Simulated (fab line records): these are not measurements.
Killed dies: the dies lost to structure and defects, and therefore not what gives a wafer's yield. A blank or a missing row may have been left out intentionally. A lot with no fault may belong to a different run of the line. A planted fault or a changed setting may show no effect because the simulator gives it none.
Matching of chambers ; flow gf180mcu ; 4 sister chambers for GF_STI_CMP_25 on cmp-01
The step polishes, stops on Si3N4, t overpolish 33 s, target thk 524.6 nm. 30 wafers are shown with their chamber, then 12 later ones without.

== WAFERS, EACH WITH ITS CHAMBER ==
wafer;chamber;motorCurrentA (A);timeToEndpointS (s);overpolishRunS (s)
L075.1;3;11.6;128;33.006
L075.2;0;11.5;122;33.000
L075.4;2;12.3;124;33.000
L077.1;3;11.5;125;33.006
L077.3;1;13.3;122;33.013
L077.5;0;11.6;121;32.995
L080.1;1;13.6;127;32.995
L080.3;3;11.5;127;32.990
L080.6;0;11.4;124;33.002
L081.1;2;12.7;127;32.999
L081.2;3;11.7;130;33.000
L081.5;1;14.7;124;32.995
L082.1;3;11.7;128;33.012
L082.4;0;12.2;129;33.001
L082.5;0;11.5;120;32.996
L083.1;3;11.8;128;32.994
L083.3;2;12.9;124;33.002
L083.6;0;11.6;120;32.988
L084.2;2;13.1;129;33.015
L084.4;3;11.9;124;32.997
L084.5;3;11.9;130;32.997
L085.3;0;11.3;120;33.005
L085.4;1;13.3;120;32.988
L085.6;1;13.6;120;32.984
L087.1;1;13.8;118;32.994
L087.3;0;11.3;120;32.993
L087.5;0;11.5;121;32.989
L091.3;1;13.7;123;33.012
L091.4;2;13.1;130;33.000
L091.5;0;11.6;129;33.002

SIGNATURES (means of the wafers above)
reading;chamber 0;chamber 1;chamber 2;chamber 3;scatter within a chamber
motorCurrentA;11.550;13.714;12.820;11.700;0.314
timeToEndpointS;122.60;122.00;126.80;127.50;2.99
overpolishRunS;32.99710;32.99729;33.00320;33.00025;0.00785
Rule: a wafer lies at a distance from a chamber equal to the root of the sum of squares, over the readings, of (its reading less the chamber's mean, divided by the reading's scatter). If the next closest chamber is less than 2 further off than the closest, the wafer can't be placed; otherwise it belongs to the closest. The scatter is the square root of a quotient: the sum, over the shown wafers, of each reading's squared deviation from its chamber's mean, divided by wafers minus chambers.

== WAFERS WITHOUT THEIR CHAMBER ==
wafer;motorCurrentA (A);timeToEndpointS (s);overpolishRunS (s)
L092.1;11.6;126;32.991
L092.2;12.6;122;32.997
L092.5;13.0;124;32.989
L094.1;13.9;123;33.005
L094.2;11.7;127;32.982
L094.3;11.7;123;32.987
L096.2;12.6;122;33.002
L096.4;11.2;124;32.998
L096.5;12.4;121;33.003
L097.3;11.6;130;32.993
L097.4;13.2;123;32.987
L097.5;11.1;126;32.990

== CHAMBER TAKEN BY EACH ==
wafer;from the rows above;in truth
L092.1;can't be placed: 3 or 0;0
L092.2;can't be placed: 2 or 0 or 3 or 1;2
L092.5;can't be placed: 2 or 1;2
L094.1;1;1
L094.2;can't be placed: 3 or 0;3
L094.3;can't be placed: 0 or 3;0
L096.2;can't be placed: 2 or 0 or 3 or 1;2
L096.4;can't be placed: 0 or 3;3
L096.5;can't be placed: 2 or 0 or 3 or 1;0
L097.3;can't be placed: 3 or 0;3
L097.4;can't be placed: 1 or 2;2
L097.5;can't be placed: 0 or 3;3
1 of 12 placed correctly. Unplaceable from these rows: 11, with the true chamber sitting among the candidates in 11. Placed wrongly: 0.
